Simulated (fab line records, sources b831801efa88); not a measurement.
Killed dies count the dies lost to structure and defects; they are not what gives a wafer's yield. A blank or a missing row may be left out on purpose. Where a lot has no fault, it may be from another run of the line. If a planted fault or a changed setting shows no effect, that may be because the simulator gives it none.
The tool behind it: which one? :: flow gf180mcu :: Sampling: 12 lots, 36 wafers, 2 of 602 route steps

## WHAT EACH GAUGE READ, for each wafer
GF_HV_LDD_CD_MEAS_31: the cd target is 400 nm. Usual: cd-nm reads 400.0 nm (standard deviation 2.7).
lot: L335
measured: day 11 15:43
on: cd-sem-02
cd-nm (nm): 399.7 396.4 395.4
flag: 

lot: L337
measured: day 12 05:49
on: cd-sem-02
cd-nm (nm): 402.6 399.6 400.5
flag: 

lot: L338
measured: day 12 20:02
on: cd-sem-01
cd-nm (nm): 398.5 396.5 397.5
flag: 

lot: L339
measured: day 13 00:09
on: cd-sem-02
cd-nm (nm): 397.3 397.9 399.6
flag: 

lot: L340
measured: day 13 07:19
on: cd-sem-01
cd-nm (nm): 400.3 398.2 399.1
flag: 

lot: L343
measured: day 14 00:38
on: cd-sem-01
cd-nm (nm): 400.8 401.8 403.0
flag: 

lot: L348
measured: day 15 21:31
on: cd-sem-01
cd-nm (nm): 402.3 398.4 398.2
flag: 

lot: L349
measured: day 16 03:18
on: cd-sem-02
cd-nm (nm): 406.5 406.3 406.7
flag: 

lot: L354
measured: day 17 22:32
on: cd-sem-01
cd-nm (nm): 400.3 399.0 401.9
flag: 

lot: L356
measured: day 18 13:11
on: cd-sem-01
cd-nm (nm): 397.9 398.2 396.8
flag: 

lot: L357
measured: day 18 14:35
on: cd-sem-01
cd-nm (nm): 399.2 400.9 399.6
flag: 

lot: L358
measured: day 18 23:21
on: cd-sem-01
cd-nm (nm): 399.7 400.8 400.7
flag: 

GF_HV_LDD_OVL_MEAS_47. Usual: HV_LDD_03_OVL 0.3 nm, standard deviation 1.3.
lot: L335
measured: day 12 11:22
on: overlay-02
HV_LDD_03_OVL (nm): 0.6 1.4 2.5
flag: 

lot: L337
measured: day 13 02:19
on: overlay-02
HV_LDD_03_OVL (nm): 1.0 1.1 -0.9
flag: 

lot: L338
measured: day 13 17:10
on: overlay-01
HV_LDD_03_OVL (nm): -0.6 0.6 0.7
flag: 

lot: L339
measured: day 13 21:04
on: overlay-01
HV_LDD_03_OVL (nm): 0.6 3.1 1.1
flag: 

lot: L340
measured: day 14 04:58
on: overlay-02
HV_LDD_03_OVL (nm): 0.3 1.6 0.9
flag: 

lot: L343
measured: day 14 22:13
on: overlay-01
HV_LDD_03_OVL (nm): 0.0 0.5 -0.1
flag: 

lot: L348
measured: day 16 19:48
on: overlay-01
HV_LDD_03_OVL (nm): -2.2 -0.3 -1.3
flag: 

lot: L349
measured: day 17 02:37
on: overlay-01
HV_LDD_03_OVL (nm): 0.9 1.0 1.3
flag: 

lot: L354
measured: day 18 22:52
on: overlay-02
HV_LDD_03_OVL (nm): 2.5 -0.6 -0.3
flag: 

lot: L356
measured: day 19 14:16
on: overlay-01
HV_LDD_03_OVL (nm): 0.6 0.6 3.4
flag: 

lot: L357
measured: day 19 15:29
on: overlay-01
HV_LDD_03_OVL (nm): -0.6 0.5 -3.2
flag: 

lot: L358
measured: day 20 00:25
on: overlay-02
HV_LDD_03_OVL (nm): -1.1 0.4 -0.8
flag: 

## WHICH TOOL RAN EACH LOT (tool, then ch and the chambers of the sampled wafers, then the start)
Record: no process step prior to these readings.

## WHAT THE TOOLS THEMSELVES READ (means of the sampled wafers that have a number; where no wafer has one, the mark that the record gives instead)
The record holds no such reading with a usual standard deviation.

## THE ANSWER, worked out from the rows above alone
Rule: take the mean of a lot's wafers that have a number; if it is more than 3 standard deviations from the usual mean, the lot is off. A lot without any number at a reading at which 4 lots or more have one is off too. The other lots that the step has rows for count as sound. The gauges are gone through in route order, then the tools' own readings, and for those a lot's mean is taken as printed above. At the first step where some lot is off, the reading lying furthest off is the one used; lots without a number count as furthest.
No lot is off on any of the readings shown, so nothing can be concluded from this.

## WHAT THE SIMULATOR HAD INSERTED
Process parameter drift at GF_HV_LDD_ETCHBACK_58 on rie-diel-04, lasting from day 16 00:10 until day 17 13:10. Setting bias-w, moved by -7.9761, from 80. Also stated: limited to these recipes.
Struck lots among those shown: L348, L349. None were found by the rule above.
